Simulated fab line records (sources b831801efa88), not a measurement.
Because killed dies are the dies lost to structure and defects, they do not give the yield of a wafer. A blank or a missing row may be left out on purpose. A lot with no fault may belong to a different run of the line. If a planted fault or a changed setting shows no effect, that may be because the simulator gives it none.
Which of the tools did it?	flow sky130	10 lots with 30 wafers sampled at 6 steps, on a route of 708 steps

WHAT THE GAUGES SHOWED, per wafer
SKY_CONTACT_OVL_MEAS_15.
lot	measured	on	CONTACT_OVL (nm)
L304	day 31 03:11	overlay-02	2 4 6
L307	day 32 04:31	overlay-01	8 9 10
L313	day 34 13:22	overlay-02	-2 -5 -2
L314	day 34 20:41	overlay-02	-2 -11 -8
L317	day 35 14:52	overlay-02	0 9 0
L319	day 36 05:43	overlay-01	-7 3 -1
L323	day 37 23:43	overlay-02	1 8 11
L325	day 38 14:25	overlay-01	8 10 14
L327	day 38 18:43	overlay-02	-5 8 4
L326	day 38 19:35	overlay-01	-6 7 -3

SKY_VIA1_RS_MEAS_22: a four-point-probe measurement.
lot	measured	on	VIA1_W_RS (ohm/sq)
L304	day 33 13:49	filmMetro-04	0.432 0.435 0.439
L307	day 34 15:34	filmMetro-04	0.434 0.431 0.437
L313	day 36 19:31	filmMetro-02	0.313 0.314 0.314
L314	day 37 03:55	filmMetro-02	0.319 0.317 0.318
L317	day 37 20:51	filmMetro-04	0.430 0.431 0.423
L319	day 38 12:11	filmMetro-01	0.426 0.424 0.428
L323	day 40 06:56	filmMetro-04	0.432 0.431 0.435
L325	day 40 19:55	filmMetro-02	0.429 0.429 0.427
L327	day 41 00:02	filmMetro-04	0.435 0.433 0.434
L326	day 41 01:02	filmMetro-01	0.438 0.435 0.435

SKY_VIA1_THK_MEAS_23: measures by xrf.
lot	measured	on	VIA1_W_THK (nm)
L304	day 33 13:55	filmMetro-04	269 266 264
L307	day 34 15:41	filmMetro-04	268 268 265
L313	day 36 19:37	filmMetro-02	373 371 371
L314	day 37 04:01	filmMetro-02	370 370 372
L317	day 37 20:58	filmMetro-04	271 271 275
L319	day 38 12:18	filmMetro-01	272 277 273
L323	day 40 07:03	filmMetro-04	270 271 268
L325	day 40 20:02	filmMetro-02	273 272 274
L327	day 41 00:10	filmMetro-04	267 270 267
L326	day 41 01:08	filmMetro-01	265 268 266

SKY_VIA2_BOW_MEAS_03.
lot	measured	on	VIA2_BOW (um)
L304	day 34 18:14	filmMetro-01	89 85 84
L307	day 35 20:19	filmMetro-01	75 77 88
L313	day 38 00:09	filmMetro-01	92 93 94
L314	day 38 08:06	filmMetro-04	80 89 88
L317	day 39 00:40	filmMetro-01	81 83 89
L319	day 39 16:08	filmMetro-04	99 102 84
L323	day 41 09:10	filmMetro-04	90 73 96
L325	day 41 21:16	filmMetro-01	87 88 88
L327	day 42 02:12	filmMetro-03	82 90 86
L326	day 42 03:02	filmMetro-03	88 88 69

WHAT TOOL EACH LOT RAN ON (gives the tool, then ch and the chambers of the sampled wafers, and finally the start)
lot	SKY_VIA1_CVD_21	SKY_VIA1_CMP_24
L304	cvdW-01 ch 0,1, day 33 13:42	cmp-01 ch 0,1,2, day 33 14:04
L307	cvdW-02 ch 0,1, day 34 15:28	cmp-02 ch 0,1,2, day 34 15:44
L313	cvdW-01 ch 0,1, day 36 19:24	cmp-01 ch 0,3, day 36 19:43
L314	cvdW-01 ch 0, day 37 03:48	cmp-01 ch 0,1,3, day 37 04:04
L317	cvdW-02 ch 0, day 37 20:45	cmp-02 ch 1,2,3, day 37 21:08
L319	cvdW-02 ch 0,1, day 38 12:02	cmp-01 ch 1,2, day 38 12:22
L323	cvdW-01 ch 0,1, day 40 06:50	cmp-02 ch 0,2, day 40 07:10
L325	cvdW-01 ch 1, day 40 19:49	cmp-01 ch 0,1,3, day 40 20:11
L327	cvdW-02 ch 0, day 40 23:57	cmp-01 ch 1,2, day 41 00:13
L326	cvdW-01 ch 0,1, day 41 00:55	cmp-02 ch 0,1, day 41 01:11
- SKY_VIA1_CVD_21: deposits W, target thk 270 nm, time 80.902 s.
- SKY_VIA1_CMP_24: polishes, stops on SiO2, t overpolish 15 s, target thk 0 nm.

AS READ BY THE TOOLS THEMSELVES (means over the sampled wafers that have a number; for cases with no such wafer, the mark the record gives instead)
SKY_VIA1_CVD_21.
lot	tool	heaterPowerW (W)
L304	cvdW-01	852
L307	cvdW-02	912
L313	cvdW-01	826
L314	cvdW-01	900
L317	cvdW-02	843
L319	cvdW-02	932
L323	cvdW-01	837
L325	cvdW-01	743
L327	cvdW-02	853
L326	cvdW-01	825

SKY_VIA1_CMP_24.
lot	tool	edgeZonePressureFrac	motorCurrentA (A)	timeToEndpointS (s)
L304	cmp-01	1.003	12.8	63
L307	cmp-02	1.003	11.8	64
L313	cmp-01	0.998	11.8	86
L314	cmp-01	1.005	12.4	90
L317	cmp-02	1.001	11.0	68
L319	cmp-01	1.007	12.0	66
L323	cmp-02	1.002	11.4	66
L325	cmp-01	1.001	12.9	64
L327	cmp-01	0.993	12.6	60
L326	cmp-02	1.002	11.5	62

THE ANSWER, worked out from the rows above alone
Rule: the usual values come from the lots themselves. Put in order of their means at a reading, lots are off if they are a third of the lots or fewer, leave a main group of 4 or more, and stand apart from it by a gap of 3 or more times the standard deviation of the main group's means; of several such gaps the widest counts. The tables above print the reading to a certain number of digits; a main group whose means all agree to those digits is not used. Also off: a lot with no number at a reading for which 4 or more lots have one. The other lots that the step has rows for count as sound. First the gauges in route order, then the tools' own readings, where a lot's mean is used as printed above. At the first step where some lot is off, the reading lying furthest off is the one used; lots without a number count as furthest.
Off: at SKY_VIA1_RS_MEAS_22 (VIA1_W_RS), L313, L314. Mean 0.432 ohm/sq and standard deviation 0.0035 in the main group.
A tool fits if, at a process step before that reading, it ran every lot that is off, and no sound lot after the first of them. Not tried: the gauges at SKY_VIA1_RS_MEAS_22; whatever is off there is also off at SKY_VIA1_CMP_24, on other tools, and gauge error can't account for it. Not one of the candidates tried fits.

WHAT HAD BEEN PUT IN BY THE SIMULATOR
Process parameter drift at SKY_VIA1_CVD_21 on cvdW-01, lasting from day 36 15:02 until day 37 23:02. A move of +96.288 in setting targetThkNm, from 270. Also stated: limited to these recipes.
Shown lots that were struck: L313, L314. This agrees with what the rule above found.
